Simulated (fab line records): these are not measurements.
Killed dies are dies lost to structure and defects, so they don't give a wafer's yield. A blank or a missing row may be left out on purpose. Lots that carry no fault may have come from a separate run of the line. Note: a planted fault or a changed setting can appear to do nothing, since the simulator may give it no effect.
Which of the tools did it? | flow sky130 | Sampling: 10 lots, 30 wafers, 6 of 708 route steps

## WHAT THE GAUGES SHOWED, per wafer
SKY_POLY_GATE_THK_MEAS_01. Usual: POLY_GATE_CVD_00_THK typically reads 180.3 nm, with standard deviation 1.3.
lot  | measured     | on            | POLY_GATE_CVD_00_THK (nm) | flag
L418 | day 14 08:53 | film metro-03 | 180.9 180.3 181.6         |
L419 | day 14 18:01 | film metro-04 | 180.4 181.4 179.8         |
L420 | day 15 13:34 | film metro-02 | 181.2 181.4 183.1         |
L421 | day 16 02:47 | film metro-02 | 180.9 179.2 180.9         |
L423 | day 16 02:49 | film metro-04 | 179.8 179.6 178.5         |
L429 | day 18 22:00 | film metro-03 | 181.6 181.0 179.5         |
L430 | day 19 06:16 | film metro-04 | 179.5 179.9 181.6         |
L431 | day 19 05:05 | film metro-03 | 179.7 180.7 180.0         |
L434 | day 20 09:08 | film metro-04 | 152.8 153.0 153.2         | OFF
L435 | day 20 11:34 | film metro-02 | 153.0 153.8 154.5         | OFF

SKY_LOCAL_INTERCONNECT_THK_MEAS_02: measures by xrf. Usual: LOCAL_INTERCONNECT_TIN_THK typically reads 98.2 nm, with standard deviation 1.3.
lot  | measured     | on            | LOCAL_INTERCONNECT_TIN_THK (nm) | flag
L418 | day 29 16:57 | film metro-03 | 96.8 98.0 97.8                  |
L419 | day 30 04:40 | film metro-03 | 100.4 100.4 100.8               |
L420 | day 30 23:20 | film metro-02 | 97.3 97.1 97.0                  |
L421 | day 31 09:08 | film metro-01 | 98.8 99.0 100.1                 |
L423 | day 31 09:38 | film metro-01 | 99.1 98.8 98.6                  |
L429 | day 33 22:22 | film metro-03 | 97.7 98.4 99.2                  |
L430 | day 34 19:39 | film metro-02 | 96.4 96.2 97.7                  |
L431 | day 34 18:10 | film metro-01 | 97.9 99.3 99.5                  |
L434 | day 35 03:32 | film metro-01 | 98.5 98.1 97.6                  |
L435 | day 35 06:17 | film metro-03 | 98.2 97.2 97.1                  |

SKY_CONTACT_BOW_MEAS_05. Usual: CONTACT_BOW typically reads 81 um, with standard deviation 6.1.
lot  | measured     | on            | CONTACT_BOW (um) | flag
L418 | day 30 22:46 | film metro-01 | 84 74 75         |
L419 | day 31 10:14 | film metro-04 | 70 81 83         |
L420 | day 32 05:07 | film metro-01 | 73 71 84         |
L421 | day 32 14:33 | film metro-04 | 93 80 85         |
L423 | day 32 14:53 | film metro-04 | 78 73 79         |
L429 | day 35 03:08 | film metro-04 | 79 77 78         |
L430 | day 35 23:24 | film metro-01 | 80 89 80         |
L431 | day 35 21:28 | film metro-03 | 86 90 78         |
L434 | day 36 07:18 | film metro-04 | 90 80 86         |
L435 | day 36 09:47 | film metro-01 | 83 87 84         |

## WHICH TOOL RAN EACH LOT (tool, then ch and the chambers of the sampled wafers, then the start)
lot  | SKY_FIELD_ISO_ETCH_17           | SKY_POLY_GATE_CVD_00        | SKY_POLY_GATE_ETCH_17
L418 | rie si-02 ch 0,1,2, day 2 10:17 | lpcvd-01 ch 0, day 14 07:41 | rie si-02 ch 1,2,3, day 16 16:18
L419 | rie si-01 ch 2,3, day 2 15:40   | lpcvd-01 ch 0, day 14 16:49 | rie si-01 ch 0,1, day 17 01:42
L420 | rie si-01 ch 1,2, day 3 00:08   | lpcvd-01 ch 1, day 15 12:22 | rie si-02 ch 0,1,3, day 17 23:15
L421 | rie si-02 ch 2,3, day 3 03:02   | lpcvd-01 ch 1, day 16 00:59 | rie si-02 ch 0,1, day 18 13:53
L423 | rie si-01 ch 1,2, day 3 11:46   | lpcvd-01 ch 0, day 16 00:59 | rie si-01 ch 0,1, day 18 14:14
L429 | rie si-02 ch 0,1,2, day 4 19:43 | lpcvd-01 ch 0, day 18 20:48 | rie si-01 ch 1,2, day 21 14:18
L430 | rie si-02 ch 0,2, day 5 02:52   | lpcvd-01 ch 0, day 19 05:03 | rie si-01 ch 0,1,3, day 21 22:47
L431 | rie si-01 ch 1,2,3, day 5 06:10 | lpcvd-01 ch 0, day 19 03:51 | rie si-02 ch 0,1,2, day 21 21:44
L434 | rie si-02 ch 0,2,3, day 5 23:16 | lpcvd-01 ch 1, day 20 07:19 | rie si-02 ch 1,2,3, day 23 00:53
L435 | rie si-01 ch 1,3, day 6 02:05   | lpcvd-01 ch 1, day 20 10:22 | rie si-01 ch 0,2, day 23 03:02
- SKY_FIELD_ISO_ETCH_17: etches Si in HBr/Cl2/O2, target depth 342 nm, time 97.7 s.
- SKY_POLY_GATE_CVD_00: deposits poly-Si, target thk 180 nm, time 720 s.
- SKY_POLY_GATE_ETCH_17: etches poly-Si in HBr/Cl2, stops on SiO2, target depth 180 nm, time 70.5 s.

## AS READ BY THE TOOLS THEMSELVES (means over the sampled wafers that have a number; for cases with no such wafer, the mark the record gives instead)
SKY_FIELD_ISO_ETCH_17. Usual: bias w 150.0 W, standard deviation 0.46; drypump motor current A 5.7 A, standard deviation 0.52; oes product au 1.003 a.u., standard deviation 0.009; throttle valve pct 25.655 %, standard deviation 0.01.
lot  | tool      | bias w (W) | drypump motor current A (A) | oes product au (a.u.) | throttle valve pct (%) | flag
L418 | rie si-02 | 149.9      | 5.0                         | 1.004                 | 25.656                 |
L419 | rie si-01 | 150.7      | 5.9                         | 1.000                 | 25.659                 |
L420 | rie si-01 | 150.0      | 5.7                         | 1.009                 | 25.649                 |
L421 | rie si-02 | 150.0      | 6.2                         | 0.995                 | 25.669                 |
L423 | rie si-01 | 150.4      | 5.7                         | 1.006                 | 25.645                 |
L429 | rie si-02 | 150.4      | 5.0                         | 0.994                 | 25.657                 |
L430 | rie si-02 | 150.0      | 5.2                         | 0.995                 | 25.653                 |
L431 | rie si-01 | 149.8      | 5.9                         | 0.998                 | 25.656                 |
L434 | rie si-02 | 150.2      | 5.6                         | 0.999                 | 25.650                 |
L435 | rie si-01 | 150.1      | 6.0                         | 1.010                 | 25.649                 |

SKY_POLY_GATE_CVD_00. Usual: spike tc bottom C 641.4 C, standard deviation 2.4; spike tc centre C 621.8 C, standard deviation 1.2; spike tc lower C 621.3 C, standard deviation 1.1; spike tc top C 638.9 C, standard deviation 2.3; spike tc upper C 620.6 C, standard deviation 1.2; susceptor temp C 620.00 C, standard deviation 0.29; zone power upper pct 8.6 %, standard deviation 0.32.
lot  | tool     | spike tc bottom C (C) | spike tc centre C (C) | spike tc lower C (C) | spike tc top C (C) | spike tc upper C (C) | susceptor temp C (C) | zone power upper pct (%) | flag
L418 | lpcvd-01 | 643.0                 | 622.5                 | 621.6                | 640.5              | 621.0                | 620.07               | 8.3                      |
L419 | lpcvd-01 | 643.0                 | 621.8                 | 621.1                | 641.5              | 621.5                | 620.28               | 8.4                      |
L420 | lpcvd-01 | 640.2                 | 620.4                 | 621.7                | 636.9              | 619.1                | 619.84               | 8.9                      |
L421 | lpcvd-01 | 638.0                 | 620.9                 | 621.6                | 637.0              | 620.2                | 619.53               | 8.9                      |
L423 | lpcvd-01 | 643.6                 | 622.8                 | 620.0                | 640.6              | 620.7                | 620.13               | 8.3                      |
L429 | lpcvd-01 | 642.8                 | 621.8                 | 620.5                | 641.2              | 620.7                | 620.13               | 8.2                      |
L430 | lpcvd-01 | 642.7                 | 622.9                 | 620.4                | 641.0              | 621.7                | 619.67               | 8.4                      |
L431 | lpcvd-01 | 642.8                 | 621.5                 | 621.6                | 640.3              | 622.4                | 620.02               | 8.3                      |
L434 | lpcvd-01 | 632.2                 | 613.5                 | 614.3                | 629.8              | 613.7                | 613.07               | 8.8                      | OFF
L435 | lpcvd-01 | 631.8                 | 614.8                 | 615.0                | 630.0              | 613.6                | 612.97               | 8.9                      | OFF

SKY_POLY_GATE_ETCH_17. Usual: bias w 100.07 W, standard deviation 0.28; drypump motor current A 5.6 A, standard deviation 0.58; oes product au 0.989 a.u., standard deviation 0.0067; throttle valve pct 33.684 %, standard deviation 0.009.
lot  | tool      | bias w (W) | drypump motor current A (A) | oes product au (a.u.) | throttle valve pct (%) | flag
L418 | rie si-02 | 100.42     | 5.7                         | 0.994                 | 33.676                 |
L419 | rie si-01 | 99.80      | 5.8                         | 0.988                 | 33.678                 |
L420 | rie si-02 | 100.21     | 5.4                         | 0.995                 | 33.692                 |
L421 | rie si-02 | 100.06     | 4.8                         | 0.989                 | 33.695                 |
L423 | rie si-01 | 99.96      | 5.9                         | 0.989                 | 33.682                 |
L429 | rie si-01 | 100.33     | 5.9                         | 0.988                 | 33.675                 |
L430 | rie si-01 | 99.77      | 5.9                         | 0.992                 | 33.676                 |
L431 | rie si-02 | 100.34     | 5.0                         | 0.986                 | 33.674                 |
L434 | rie si-02 | 100.12     | 5.7                         | 0.883                 | 33.693                 | OFF
L435 | rie si-01 | 99.96      | 5.6                         | 0.893                 | 33.684                 | OFF

## THE ANSWER, worked out from the rows above alone
Rule: a lot counts as off when the mean over its wafers that have a number is more than 3 standard deviations away from the usual mean. Also off: a lot with no number at a reading for which 4 or more lots have one. The other lots that the step has rows for count as sound. After the gauges, taken in route order, come the tools' own readings; for these a lot's mean is taken, as printed above. At the first step where some lot is off, the reading lying furthest off is the one used; lots without a number count as furthest.
Off: L434, L435, at SKY_POLY_GATE_THK_MEAS_01 (POLY_GATE_CVD_00_THK).
If a tool, at a process step before that reading, ran all the lots that are off and no sound lot after the first of them, it fits. Not tried: the gauges at SKY_POLY_GATE_THK_MEAS_01; whatever is off there is also off at SKY_POLY_GATE_CVD_00, on other tools, and gauge error can't account for it. One candidate fits, namely lpcvd-01 at SKY_POLY_GATE_CVD_00. A fault onset in the window from L430 (day 19 05:03, its last sound lot) to L434 (day 20 07:19, its first lot off) fits.
The tool's own readings at SKY_POLY_GATE_CVD_00 bear it out: on the lots that are off they differ by more than 5 times the standard deviation of the sound lots' means. spike tc bottom C reads 632.0 C there against 642.0 C on the sound lots; spike tc centre C reads 614.1 C there against 621.8 C on the sound lots; spike tc lower C reads 614.6 C there against 621.1 C on the sound lots; spike tc top C reads 629.9 C there against 639.9 C on the sound lots; spike tc upper C reads 613.7 C there against 620.9 C on the sound lots; susceptor temp C reads 613.02 C there against 619.96 C on the sound lots.

## WHAT THE SIMULATOR PUT IN
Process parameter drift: lpcvd-01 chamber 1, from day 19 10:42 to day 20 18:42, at SKY_POLY_GATE_CVD_00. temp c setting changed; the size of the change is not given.
Struck lots among those shown: L434, L435. This agrees with what the rule above found.
